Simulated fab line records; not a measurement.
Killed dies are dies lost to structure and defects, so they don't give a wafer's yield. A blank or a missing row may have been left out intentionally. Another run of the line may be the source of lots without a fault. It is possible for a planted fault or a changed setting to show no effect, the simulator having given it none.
Code-filled problem report in 8D (eight disciplines) form | flow sky130 | the parts of the form that need people (team, actions taken, sign-off) are left out

1. WHAT WENT WRONG
Across 6 wafers from 2 lots, NWELL_RS at SKY_NWELL_RS_MEAS_29 averages 607.5 ohm/sq, while fault-free wafers read 624.4 ohm/sq with a standard deviation of 1.5. That puts it -11 standard deviations away from the usual mean.
The step: measures by four-point-probe.
First seen on wafer L737.2, day 7 13:33, on film metro-02. Wafers with a number at this step in the record: 39, from 13 lots. The rule behind "out" and "out of limits": a value lying over 4 standard deviations away from the usual mean. The rest of the wafers with a number are treated as sound.

2. WHAT IT IS AND WHAT IT IS NOT
question                    | is                     | is not
which readings at this step | NWELL_RS               | -
which lots                  | L737, L738             | L730, L731, L734, L735, L736, L742, L743, L746, L747, L748, L750
which wafers of those lots  | all that have a number | -
read on which gauges        | film metro-02          | film metro-01, film metro-04
when                        | from day 7 13:33       | up to then (15 sound wafers); but 18 sound wafers of L742, L743, L746, L747, L748, L750 came after

3. WHAT RULES OUT EACH SUSPECT
Counting: a tool stays on the suspect list if, at a process step up to the reading, it processed all lots that are out and no sound lot following the first of them.
- ruled out: the gauge at SKY_NWELL_RS_MEAS_29. All the wafers that are out were read on film metro-02, but those of them that SKY_NWELL_IMPLANT_12 has rows for are out there too, on other tools.
- implanter-04 at SKY_NWELL_IMPLANT_12: kept. Every lot that is out went through it, starting with L737 (day 6 16:43), and after that it ran no sound lot; the last sound lot it ran before then is L735 (day 6 01:19). Its own readings are out on those wafers: dose ions cm2, faraday current uA.
Remaining after the count: implanter-04 at SKY_NWELL_IMPLANT_12.

4. THE CAUSE (what the simulator had put in)
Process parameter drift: implanter-04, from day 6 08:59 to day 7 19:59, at SKY_NWELL_IMPLANT_12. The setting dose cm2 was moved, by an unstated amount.
Only this tool survived the counting.

5. THE CHAIN OF EFFECTS, in route order
Each row: a reading where the mean over the struck wafers with a number is more than 3 standard deviations away from the usual. Only readings whose record carries a usual standard deviation are examined. hours: median over the lots of the time between each lot's start at the first step of this table that gives one and its start at this step. sigmas: the change, counted in usual standard deviations.
hours | step                 | reading            | usual        | on struck wafers | change      | sigmas
0     | SKY_NWELL_IMPLANT_12 | dose ions cm2      | 1.3001e+12   | 1.9800e+12       | +6.7985e+11 | +99 or more
0     | SKY_NWELL_IMPLANT_12 | faraday current uA | 7.33         | 11.16            | +3.83       | +27
21    | SKY_NWELL_RS_MEAS_29 | NWELL_RS           | 624.4 ohm/sq | 607.5            | -16.9       | -11
Its process steps:
- SKY_NWELL_IMPLANT_12
Later measuring or inspecting steps at which every struck wafer that the step has a row for has a number for every such reading, and none has moved that far: SKY_LDD_LDN_OVL_MEAS_07, SKY_LI_CONTACT_THK_MEAS_23, SKY_CONTACT_THK_MEAS_03.

6. HOW IT WOULD HAVE BEEN CAUGHT EARLIER
29 hours passed between the start of the fault at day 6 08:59 and the first reading out of limits at a measuring or inspecting step in this record, taken at day 7 13:33.
Tool's own readings at SKY_NWELL_IMPLANT_12, dose ions cm2, faraday current uA: out on all struck wafers the step has rows for; an alarm limit on them would have tripped on the first.
Each of the lots that are out, 2 in all, had begun SKY_NWELL_IMPLANT_12 on implanter-04 no later than day 7 13:33. Had the tool been put on hold then, not one of them would have been saved.
